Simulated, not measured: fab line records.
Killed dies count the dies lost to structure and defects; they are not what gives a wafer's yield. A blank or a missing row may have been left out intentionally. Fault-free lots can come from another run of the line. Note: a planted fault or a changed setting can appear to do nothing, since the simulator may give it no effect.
fab line records	flow sky130
record lots=6	wafers=18	last_day=50
route steps=708 shown POLY_GATE@234 LDD_N@237 PAD_OPEN@708
lots with no fault: from the same line, run without faults
start_h: the number of hours between the record's first day and the start of the first shown wafer of the lot	wait_h: time in hours since the lot's previous step	" same as the row above	L1.1+2: one row covering several wafers at once	- either no value or no given start	* or withheld: withheld	< > ~ a bound
route shown NAME@n: a module of which the file shows steps, and the number in the route of the first	usual: the fault-free wafers' mean and standard deviation	same: alike in all rows	chamber/n: place in a boat	sites: the reading at each site	_std_site: the values' standard deviation	_edge_site: inner sites' mean taken away from outer sites' mean	radius_mm: how far each site lies from the wafer's centre	mask NAME#n: copy n	behind: the most recent tool/chamber to have shaped the wafer	hold: reason for holding the lot/hours on hold/outcome of the hold	device: names the non-switching transistor (n, p or np)	end of line: tests of these same wafers at the route's end	where a step has no rows: the recipe by itself	killed: dies that structure and defects cost at the first sort, which is not the same as the wafer's yield	map: dies across one wafer; x = killed, . = not, _ = none there
set.NAME: the setting that was run; set.NAME@STEP: the one run at that earlier step	model.NAME: the simulator's own value behind a step, which no gauge read
certain route steps with their lots: each step a table, each wafer a row
services: from which hour (start_h, from the record's first day; less than 0 if before it) a tool's chamber was out of use, for how many hours, and why
## steps
# step SKY_POLY_GATE_OXIDATION_20
# recipe temp_c=850	ambient=O2	stabilise_s=600	purge_s=300	target_thk_a=40	ox_time_s=899
# step SKY_POLY_GATE_THK_MEAS_21
# recipe reads=SiO2_of_POLY_GATE_OXIDATION_20
# usual POLY_GATE_OXIDATION_THK=4.03/0.069
lot.wafer	tool	chamber	start_h	wait_h	POLY_GATE_OXIDATION_THK[nm]
L471.1	film_metro-02	-	375.74	0.0	4.05
L471.2	"	-	"	"	3.99
L471.4	"	-	"	"	4.07
L478.2	film_metro-02	-	440.83	0.0	4.04
L478.4	"	-	"	"	4.06
L478.6	"	-	"	"	4.02
L479.1	film_metro-01	-	463.72	0.0	4.02
L479.5	"	-	"	"	3.99
L479.6	"	-	"	"	4.04
L487.1	film_metro-02	-	530.31	0.0	3.99
L487.3	"	-	"	"	3.90
L487.6	"	-	"	"	3.86
L492.2	film_metro-01	-	568.42	0.0	3.97
L492.5	"	-	"	"	3.96
L492.6	"	-	"	"	4.05
L493.3	film_metro-02	-	587.38	0.0	4.09
L493.4	"	-	"	"	4.10
L493.6	"	-	"	"	4.07
# step SKY_POLY_GATE_CD_MEAS_22
# usual cd_nm=148.8/2.8
lot.wafer	tool	chamber	start_h	wait_h	cd_nm
L471.1	cd_sem-01	-	375.80	0.1	149.4
L471.2	"	-	"	"	150.9
L471.4	"	-	"	"	150.4
L478.2	cd_sem-01	-	440.91	0.1	152.4
L478.4	"	-	"	"	152.1
L478.6	"	-	"	"	149.0
L479.1	cd_sem-02	-	463.78	0.1	149.6
L479.5	"	-	"	"	150.3
L479.6	"	-	"	"	150.7
L487.1	cd_sem-02	-	530.37	0.1	146.3
L487.3	"	-	"	"	147.5
L487.6	"	-	"	"	147.6
L492.2	cd_sem-01	-	568.50	0.1	144.8
L492.5	"	-	"	"	150.3
L492.6	"	-	"	"	150.6
L493.3	cd_sem-01	-	587.48	0.1	149.8
L493.4	"	-	"	"	144.6
L493.6	"	-	"	"	146.9
# step SKY_LDD_N_DEHYDRATE_00
# recipe temp_c=200	time_s=60
# step SKY_LDD_N_HMDS_01
# recipe prime_time_s=60	prime_temp_c=120
# step SKY_LDD_N_COAT_02
# recipe resist=NOVOLAK	spin_rpm=3000	resist_thk_nm=300
# step SKY_LDD_N_SOFTBAKE_03
# recipe temp_c=90	time_s=60	resist=NOVOLAK
# step SKY_LDD_N_EXPOSE_04
# recipe mask_id=NTM	target_cd_nm=840	na=0.6	source_shape=conventional	sigma_outer=0.6	dose_mj=110
# step SKY_LDD_N_PEB_05
# recipe temp_c=withheld	time_s=*	resist=NOVOLAK
# step SKY_LDD_N_DEVELOP_06
# recipe develop_time_s=60	dev_temp_c=23
# step SKY_LDD_N_OVL_MEAS_07
# usual LDD_N_OVL=0.5/1.3
lot.wafer	tool	chamber	start_h	wait_h	LDD_N_OVL[nm]
L471.1	overlay-01	-	403.84	0.1	4.4
L471.2	"	-	"	"	3.0
L471.4	"	-	"	"	4.2
L478.2	overlay-02	-	470.53	0.1	1.0
L478.4	"	-	"	"	-0.5
L478.6	"	-	"	"	1.4
L479.1	overlay-01	-	494.89	0.1	0.0
L479.5	"	-	"	"	0.6
L479.6	"	-	"	"	0.3
L487.1	overlay-02	-	560.44	0.1	0.9
L487.3	"	-	"	"	2.3
L487.6	"	-	"	"	1.8
L492.2	overlay-01	-	597.54	0.1	1.0
L492.5	"	-	"	"	1.8
L492.6	"	-	"	"	1.8
L493.3	overlay-01	-	616.80	0.1	0.6
L493.4	"	-	"	"	-0.2
L493.6	"	-	"	"	-0.4
# step SKY_LDD_N_IMPLANT_08
# recipe species=As	energy_kev=20	dose_cm2=7.5e+13	tilt_deg=withheld	rotation_deg=23
# step SKY_LDD_N_IMPLANT_09
# recipe species=As	energy_kev=20	dose_cm2=7.5e+13	tilt_deg=withheld	rotation_deg=113
# usual dose_ions_cm2=7.501e+13/7.2e+10	end_station_pressure_torr=5.34e-06/3e-07	faraday_current_uA=423/8.4
lot.wafer	tool	chamber	start_h	wait_h	dose_ions_cm2	end_station_pressure_torr	faraday_current_uA
L471.1	implanter-04	0	404.03	0.1	7.501e+13	5.86e-06	435
L471.2	"	0	"	"	7.498e+13	5.7e-06	423
L471.4	"	0	"	"	7.499e+13	4.89e-06	430
L478.2	implanter-02	0	470.73	0.1	1.156e+13	5.46e-06	65
L478.4	"	0	"	"	1.16e+13	4.76e-06	65
L478.6	"	0	"	"	1.151e+13	4.95e-06	63
L479.1	implanter-02	0	495.07	0.1	1.161e+13	5.5e-06	65
L479.5	"	0	"	"	1.16e+13	5.33e-06	64
L479.6	"	0	"	"	1.152e+13	5.37e-06	66
L487.1	implanter-02	0	560.63	0.1	7.502e+13	5.25e-06	427
L487.3	"	0	"	"	7.499e+13	5.45e-06	429
L487.6	"	0	"	"	7.495e+13	5.3e-06	419
L492.2	implanter-04	0	597.75	0.1	7.494e+13	5.31e-06	427
L492.5	"	0	"	"	7.501e+13	5.02e-06	410
L492.6	"	0	"	"	7.514e+13	5.45e-06	427
L493.3	implanter-04	0	617.03	0.1	7.502e+13	5.07e-06	437
L493.4	"	0	"	"	7.514e+13	5.72e-06	418
L493.6	"	0	"	"	7.498e+13	4.8e-06	416
# step SKY_LDD_N_IMPLANT_10
# recipe species=As	energy_kev=20	dose_cm2=7.5e+13	tilt_deg=withheld	rotation_deg=203
# step SKY_LDD_N_IMPLANT_11
# recipe species=As	energy_kev=20	dose_cm2=7.5e+13	tilt_deg=withheld	rotation_deg=293
# step SKY_LDD_N_IMPLANT_12
# recipe species=BF2	energy_kev=50	dose_cm2=5e+12	tilt_deg=30	rotation_deg=0
# step SKY_LDD_N_IMPLANT_13
# recipe species=BF2	energy_kev=50	dose_cm2=5e+12	tilt_deg=30	rotation_deg=90
# step SKY_LDD_N_IMPLANT_14
# recipe species=BF2	energy_kev=50	dose_cm2=5e+12	tilt_deg=30	rotation_deg=180
# step SKY_LDD_N_IMPLANT_15
# recipe species=BF2	energy_kev=50	dose_cm2=5e+12	tilt_deg=30	rotation_deg=270
# step SKY_LDD_N_STRIP_16
# recipe chemistry=O2/N2	power_w=1400	pressure_mtorr=1500	platen_temp_c=withheld	o2_flow_sccm=3000	n2_flow_sccm=300	overash_fraction=0.5
# usual drypump_motor_current_A=5.7/0.36	oes_product_au=0.407/0.0047	strip_time_to_endpoint_s=4.318/0.015
lot.wafer	tool	chamber	start_h	wait_h	drypump_motor_current_A	oes_product_au	rf_hours_counter_h	strip_time_to_endpoint_s
L471.1	plasma_asher-02	0	405.08	0.1	5.3	0.400	28	4.310
L471.2	"	1	"	"	5.9	0.410	28	4.319
L471.4	"	0	"	"	5.3	0.406	-	4.308
L478.2	plasma_asher-03	1	471.76	0.1	5.7	0.406	81	4.155
L478.4	"	1	"	"	5.7	0.407	-	4.156
L478.6	"	0	"	"	6.2	0.410	-	4.157
L479.1	plasma_asher-02	0	496.12	0.1	5.3	0.413	37	4.178
L479.5	"	0	"	"	5.3	0.410	-	4.178
L479.6	"	1	"	"	5.9	0.404	-	4.140
L487.1	plasma_asher-01	1	561.68	0.1	5.1	0.410	77	4.290
L487.3	"	0	"	"	5.9	0.408	-	4.298
L487.6	"	0	"	"	5.8	0.418	-	4.301
L492.2	plasma_asher-02	1	598.77	0.1	5.9	0.410	48	4.328
L492.5	"	0	"	"	5.3	0.401	-	4.328
L492.6	"	1	"	"	5.9	0.406	-	4.330
L493.3	plasma_asher-02	0	618.06	0.1	5.3	0.402	-	4.308
L493.4	"	1	"	"	5.9	0.406	-	4.308
L493.6	"	0	"	"	5.3	0.410	-	4.325
# step SKY_LDD_N_TW_MEAS_17
# usual LDD_N_TW=2582/49
lot.wafer	tool	chamber	start_h	wait_h	LDD_N_TW
L471.1	film_metro-02	-	405.18	0.1	2601
L471.2	"	-	"	"	2619
L471.4	"	-	"	"	2620
L478.2	film_metro-02	-	471.87	0.1	2477
L478.4	"	-	"	"	2491
L478.6	"	-	"	"	2485
L479.1	film_metro-03	-	496.22	0.1	2518
L479.5	"	-	"	"	2518
L479.6	"	-	"	"	2523
L487.1	film_metro-01	-	561.78	0.1	2495
L487.3	"	-	"	"	2508
L487.6	"	-	"	"	2502
L492.2	film_metro-01	-	598.88	0.1	2494
L492.5	"	-	"	"	2494
L492.6	"	-	"	"	2499
L493.3	film_metro-02	-	618.15	0.1	2565
L493.4	"	-	"	"	2572
L493.6	"	-	"	"	2567
# step SKY_PAD_OPEN_PROBE_99
# usual killed_at_M0_to_M3=44/7.6	killed_at_M4_up=3.2/1.7	killed_at_contacts=24/5.7	killed_at_front_end=16/3.9	killed_at_other=0.2/0.45	killed_dies=87/9.5	killed_open=47/6.9	killed_short=40/5.8
# same gross_dies=492	killed_at_back_side=0
lot.wafer	tool	chamber	start_h	wait_h	killed_at_M0_to_M3	killed_at_M4_up	killed_at_contacts	killed_at_front_end	killed_at_other	killed_dies	killed_open	killed_short	model.etest.tip_n.rs_ohm_sq	model.etest.nfet_01v8.r_on_ohm_um	model.etest.nfet_01v8_swapped.vt_sat_v	model.etest.nfet_01v8_turned.vt_v	model.etest.nfet_01v8_lvt.vt_v
L471.1	prober-02	-	1073.56	0.1	42	2	22	16	0	82	47	35	450.5	830.3	0.6536	0.7018	0.6131
L471.2	prober-02	-	1073.61	0.1	49	1	19	18	0	87	53	34	447.8	822.9	0.6466	0.6954	0.6082
L471.4	prober-02	-	1073.71	0.2	43	2	21	20	1	87	43	44	449.1	834.4	0.659	0.7056	0.6189
L478.2	prober-01	-	1117.35	0.1	46	5	29	16	0	96	49	47	511.8	866.5	0.6637	0.7026	0.6148
L478.4	prober-01	-	1117.45	0.2	55	2	14	14	0	85	45	40	509.7	864.7	0.6701	0.7125	0.6198
L478.6	prober-01	-	1117.55	0.2	47	2	21	16	0	86	41	45	504.6	879.8	0.6774	0.7186	0.6272
L479.1	prober-02	-	1130.05	0.1	51	1	26	13	0	91	55	36	519.8	857.2	0.667	0.7109	0.6159
L479.5	prober-02	-	1130.25	0.2	40	3	19	16	0	78	37	41	519.9	870.9	0.6756	0.7159	0.626
L479.6	prober-02	-	1130.30	0.2	49	2	19	21	0	91	52	39	520.8	872.8	0.6782	0.7185	0.6241
L487.1	prober-02	-	1176.37	0.1	50	3	29	19	0	101	52	49	440.4	798.1	0.6386	0.6905	0.605
L487.3	prober-02	-	1176.47	0.2	34	3	22	25	1	85	47	38	438.3	810.2	0.6508	0.6979	0.6085
L487.6	prober-02	-	1176.62	0.2	69	6	18	13	2	108	53	55	438.9	818	0.6321	0.6879	0.5982
L492.2	prober-01	-	1198.41	0.1	33	5	23	15	0	76	35	41	443.1	812.6	0.6438	0.6994	0.6074
L492.5	prober-01	-	1198.56	0.2	42	6	22	14	0	84	39	45	443.2	827.3	0.6532	0.6958	0.6136
L492.6	prober-01	-	1198.61	0.2	39	4	22	19	0	84	45	39	439	846.8	0.6462	0.6977	0.6076
L493.3	prober-02	-	1203.79	0.2	44	3	24	10	0	81	40	41	438.8	815.9	0.6328	0.6872	0.5931
L493.4	prober-02	-	1203.84	0.2	42	0	26	13	0	81	45	36	441.2	797.4	0.6289	0.6837	0.5908
L493.6	prober-02	-	1203.94	0.2	41	1	23	16	0	81	44	37	438.6	818.1	0.6295	0.6833	0.5944
# killed by level:class
L471.1 CONTACT:geometric_particle:open=11 VIA3:geometric_particle:open=10 VIA1:geometric_particle:open=8 LI_CONTACT:geometric_particle:open=5 VIA2:geometric_particle:open=5 VIA1:geometric_particle:short=5 POLY_GATE:geometric_particle:short=4 FIELD_ISO:geometric_particle:short=3
L471.2 VIA2:geometric_particle:open=10 VIA1:geometric_particle:open=10 LI_CONTACT:geometric_particle:open=9 FIELD_ISO:geometric_particle:short=7 FIELD_ISO:geometric_particle:open=6 VIA2:geometric_particle:short=6 VIA3:geometric_particle:open=6 CONTACT:geometric_particle:open=4
L471.4 FIELD_ISO:geometric_particle:short=8 VIA1:geometric_particle:open=8 LI_CONTACT:geometric_particle:open=7 CONTACT:geometric_particle:open=6 VIA3:geometric_particle:open=5 VIA2:geometric_particle:open=5 METAL1:geometric_particle:short=5 POLY_GATE:geometric_particle:short=4
L478.2 CONTACT:geometric_particle:open=13 VIA3:geometric_particle:open=8 VIA3:geometric_particle:short=6 METAL1:geometric_particle:short=6 LI_CONTACT:geometric_particle:open=6 CONTACT:geometric_particle:short=6 VIA2:geometric_particle:open=6 POLY_GATE:geometric_particle:short=5
L478.4 VIA3:geometric_particle:open=11 METAL1:geometric_particle:short=9 VIA2:geometric_particle:open=8 VIA1:geometric_particle:open=8 METAL2:geometric_particle:short=6 CONTACT:geometric_particle:open=6 POLY_GATE:geometric_particle:short=5 METAL3:geometric_particle:short=5
L478.6 VIA1:geometric_particle:open=11 VIA1:geometric_particle:short=9 POLY_GATE:geometric_particle:short=9 CONTACT:geometric_particle:open=7 LI_CONTACT:geometric_particle:open=6 VIA2:geometric_particle:open=6 VIA3:geometric_particle:open=6 CONTACT:geometric_particle:short=5
L479.1 VIA1:geometric_particle:open=14 VIA2:geometric_particle:open=11 CONTACT:geometric_particle:open=10 CONTACT:geometric_particle:short=7 METAL1:geometric_particle:short=7 VIA1:geometric_particle:short=5 LI_CONTACT:geometric_particle:open=4 VIA3:geometric_particle:open=4
L479.5 VIA1:geometric_particle:open=13 VIA3:geometric_particle:short=7 VIA1:geometric_particle:short=7 CONTACT:geometric_particle:open=6 FIELD_ISO:geometric_particle:short=5 LI_CONTACT:geometric_particle:open=5 CONTACT:geometric_particle:short=4 VIA2:geometric_particle:open=4
L479.6 VIA1:geometric_particle:open=16 LI_CONTACT:geometric_particle:open=9 POLY_GATE:geometric_particle:open=6 POLY_GATE:geometric_particle:short=5 VIA1:geometric_particle:short=5 METAL2:geometric_particle:short=5 FIELD_ISO:geometric_particle:short=4 FIELD_ISO:geometric_particle:open=4
L487.1 METAL2:geometric_particle:short=10 VIA1:geometric_particle:open=9 LI_CONTACT:geometric_particle:open=8 CONTACT:geometric_particle:open=8 VIA2:geometric_particle:open=7 CONTACT:geometric_particle:short=7 METAL1:geometric_particle:short=6 POLY_GATE:geometric_particle:short=5
L487.3 VIA1:geometric_particle:open=11 CONTACT:geometric_particle:open=9 POLY_GATE:geometric_particle:open=8 POLY_GATE:geometric_particle:short=6 VIA3:geometric_particle:open=6 FIELD_ISO:geometric_particle:short=5 VIA2:geometric_particle:open=5 LI_CONTACT:geometric_particle:open=4
L487.6 VIA1:geometric_particle:open=18 METAL1:geometric_particle:short=15 VIA3:geometric_particle:open=9 CONTACT:geometric_particle:open=6 VIA3:geometric_particle:short=6 METAL4:geometric_particle:short=5 FIELD_ISO:geometric_particle:short=4 LI_CONTACT:geometric_particle:open=4
L492.2 VIA1:geometric_particle:open=9 CONTACT:geometric_particle:open=8 POLY_GATE:geometric_particle:short=6 CONTACT:geometric_particle:short=6 METAL2:geometric_particle:short=5 LOCAL_INTERCONNECT:geometric_particle:short=4 METAL1:geometric_particle:short=4 POLY_GATE:geometric_particle:open=3
L492.5 CONTACT:geometric_particle:open=8 VIA1:geometric_particle:open=7 METAL2:geometric_particle:short=7 VIA2:geometric_particle:open=6 LOCAL_INTERCONNECT:geometric_particle:short=6 METAL1:geometric_particle:short=5 FIELD_ISO:geometric_particle:short=4 VIA2:geometric_particle:short=4
L492.6 VIA3:geometric_particle:open=9 VIA1:geometric_particle:open=7 POLY_GATE:geometric_particle:open=6 CONTACT:geometric_particle:short=6 FIELD_ISO:geometric_particle:open=5 LI_CONTACT:geometric_particle:open=5 CONTACT:geometric_particle:open=5 VIA1:geometric_particle:short=5
L493.3 CONTACT:geometric_particle:open=12 METAL2:geometric_particle:short=7 METAL1:geometric_particle:short=7 VIA1:geometric_particle:open=7 VIA2:geometric_particle:open=7 VIA3:geometric_particle:open=6 CONTACT:geometric_particle:short=5 FIELD_ISO:geometric_particle:short=4
L493.4 CONTACT:geometric_particle:open=10 VIA2:geometric_particle:open=8 LI_CONTACT:geometric_particle:open=7 METAL2:geometric_particle:short=7 VIA3:geometric_particle:open=6 VIA1:geometric_particle:short=5 VIA1:geometric_particle:open=5 FIELD_ISO:geometric_particle:open=4
L493.6 VIA1:geometric_particle:open=13 CONTACT:geometric_particle:open=11 POLY_GATE:geometric_particle:short=5 VIA1:geometric_particle:short=5 VIA2:geometric_particle:open=5 FIELD_ISO:geometric_particle:short=4 FIELD_ISO:geometric_particle:open=4 CONTACT:geometric_particle:short=4
## services
tool	chamber	start_h	hours	kind
plasma_asher-03	-	396.56	2.8	pm
implanter-02	-	430.47	1.8	repair
implanter-04	-	472.39	4.4	repair
plasma_asher-03	-	519.62	1.0	repair
plasma_asher-01	-	527.95	2.1	repair
plasma_asher-02	-	533.13	1.2	repair
implanter-02	-	539.62	1.8	repair
plasma_asher-03	-	547.39	15.6	pm
implanter-02	-	584.49	3.0	repair
plasma_asher-03	-	596.56	2.9	repair
plasma_asher-02	-	614.61	1.3	repair
## key
first_sign step=SKY_LDD_N_IMPLANT_09	reading=dose_ions_cm2	direction=down	sigmas=99+	usual=*	struck=*
effect step=SKY_LDD_N_IMPLANT_09	reading=faraday_current_uA	direction=down	sigmas=43	usual=423	struck=65
effect step=SKY_LDD_N_STRIP_16	reading=strip_time_to_endpoint_s	direction=down	sigmas=11	usual=*	struck=*
effect step=SKY_LDD_N_TW_MEAS_17	reading=LDD_N_TW	direction=down	sigmas=1.6	usual=2582	struck=2502
model_effect step=SKY_PAD_OPEN_PROBE_99	value=etest.tip_n.rs_ohm_sq	without=438.5	struck=514.5
met_at SKY_LDD_N_IMPLANT_09
struck_wafers L478.2,L478.4,L478.6,L479.1,L479.5,L479.6
tester_left_out L478,L479
fault kind=process_parameter_drift	tool=implanter-02	chamber=-	onset_h=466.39	steps=SKY_LDD_N_IMPLANT_09	channel=dose_cm2	offset=*	shape=step	end_h=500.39	acts_in=*	stated=*
# tester_left_out: of these lots the tester's yield and bins aren't shown, on N5 and GAA mostly nor the transistor test; their killed dies are dies lost to structure and defects alone, not to doping, threshold or leakage, so they don't give the yield
